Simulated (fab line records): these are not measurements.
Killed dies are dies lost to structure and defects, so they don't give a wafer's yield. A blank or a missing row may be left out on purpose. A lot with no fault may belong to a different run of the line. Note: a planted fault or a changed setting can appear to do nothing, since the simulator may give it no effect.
Struck lot and sound lot, side by side :: flow gf180mcu :: 33 out of 602 route steps
Sound: these wafers, L894.3, L894.5, L894.6. Struck: wafer L886.6 (L886.1, L886.4, from the same lot, were not struck and are left out); the cause is given at the end.
Per side, at each step with rows, come the tool, then ch with its chambers, and then its first start. Under that, the readings that differ: sound wafers :: struck wafers :: difference of the means :: sigmas: that difference in standard deviations of wafers without a fault.
alike: same words and numbers on both sides, and readings whose means sit less than 2 such deviations apart. not compared: any withheld reading, any reading some wafer has no value for, any bound like >300 that may hide the same value, and any number with overlapping values for which the record gives no deviation.
The two part at a step that has a row with sigmas, a row that says differs or no value, or rows on one side only. Non-overlapping numbers with no deviation appear without sigmas and do not part them. A reading missing from all wafers of one side parts the sides only when that side holds two or more wafers.

first, 9 steps without rows for these wafers: GF_V2_ETCH_16 (etches BARC in N2/H2); GF_V2_ETCH_17 (etches SiO2 in C4F8/O2/Ar, stops on TiN, target depth 630 nm); GF_V2_STRIP_18 (strips in O2/N2); GF_V2_STRIP_19 (strips in post etch residue remover, time 1200 s); GF_V2_CLEAN_20 (cleans in DIW); GF_V2_SPUTTER_21 (material Ti, target thk 15 nm, time 80.02 s); GF_V2_SPUTTER_22 (material TiN, target thk 10 nm, time 40 s); GF_V2_CVD_23 (deposits W, target thk 350 nm, time 104.94 s); GF_V2_CMP_26 (polishes, stops on SiO2, t overpolish 15 s, target thk 0 nm).
GF_M3_SPUTTER_00: material Ti, target thk 37.5 nm, time 150 s.
  sound on pvdSputter-01 at day 28 04:07; struck on pvdSputter-02 at day 25 17:17
  alike: chamberPressurePa, throttleValvePct
then, 22 steps without rows for these wafers: GF_M3_SPUTTER_01 (material TiN, target thk 30 nm, time 26.16 s); GF_M3_SPUTTER_02 (material AlCu, target thk 450 nm, time 23.9 s); GF_M3_SPUTTER_03 (material Ti, target thk 10 nm, time 6.7 s); GF_M3_SPUTTER_04 (material TiN, target thk 50 nm, time 41.7 s); GF_M3_DEHYDRATE_07 (time 60 s); GF_M3_HMDS_08 (prime time 60 s); GF_M3_COAT_09 (resist thk 1000 nm); GF_M3_SOFTBAKE_10 (time 60 s); GF_M3_EXPOSE_11 (exposes mask Metal3, target cd 280 nm); GF_M3_PEB_12 (peb time 90 s); GF_M3_DEVELOP_13 (develop time 60 s); GF_M3_METAL_ETCH_16 (etches the open film in Cl2/BCl3, stops on SiO2, target depth 627.5 nm, time 104.6 s); GF_M3_STRIP_17 (strips in O2/N2); GF_M3_STRIP_18 (strips in post etch residue remover, time 1200 s); GF_M3_CLEAN_19 (cleans in DIW); GF_V3_CVD_00 (deposits SiO2, target thk 600 nm, time 100 s); GF_V3_CVD_02 (deposits SiO2 from TEOS, target thk 850 nm, time 94.851 s); GF_V3_CMP_04 (polishes SiO2); GF_V3_DEHYDRATE_06 (time 60 s); GF_V3_HMDS_07 (prime time 60 s); GF_V3_COAT_08; GF_V3_COAT_09 (resist thk 1000 nm).
-- the record jumps here: 8 days lie between the struck wafers' starts before and after (it left off in module V3 and takes up again in module PASSIVATION, whose first step shown is number 602 of the route) --
GF_PASSIVATION_PROBE_99:
  rows exist in the record for the struck wafers here (prober-01, day 33 05:58), but not for the sound ones

WHERE THEY PART
Within this record, at GF_PASSIVATION_PROBE_99 only.

WHY: what had been put in by the simulator
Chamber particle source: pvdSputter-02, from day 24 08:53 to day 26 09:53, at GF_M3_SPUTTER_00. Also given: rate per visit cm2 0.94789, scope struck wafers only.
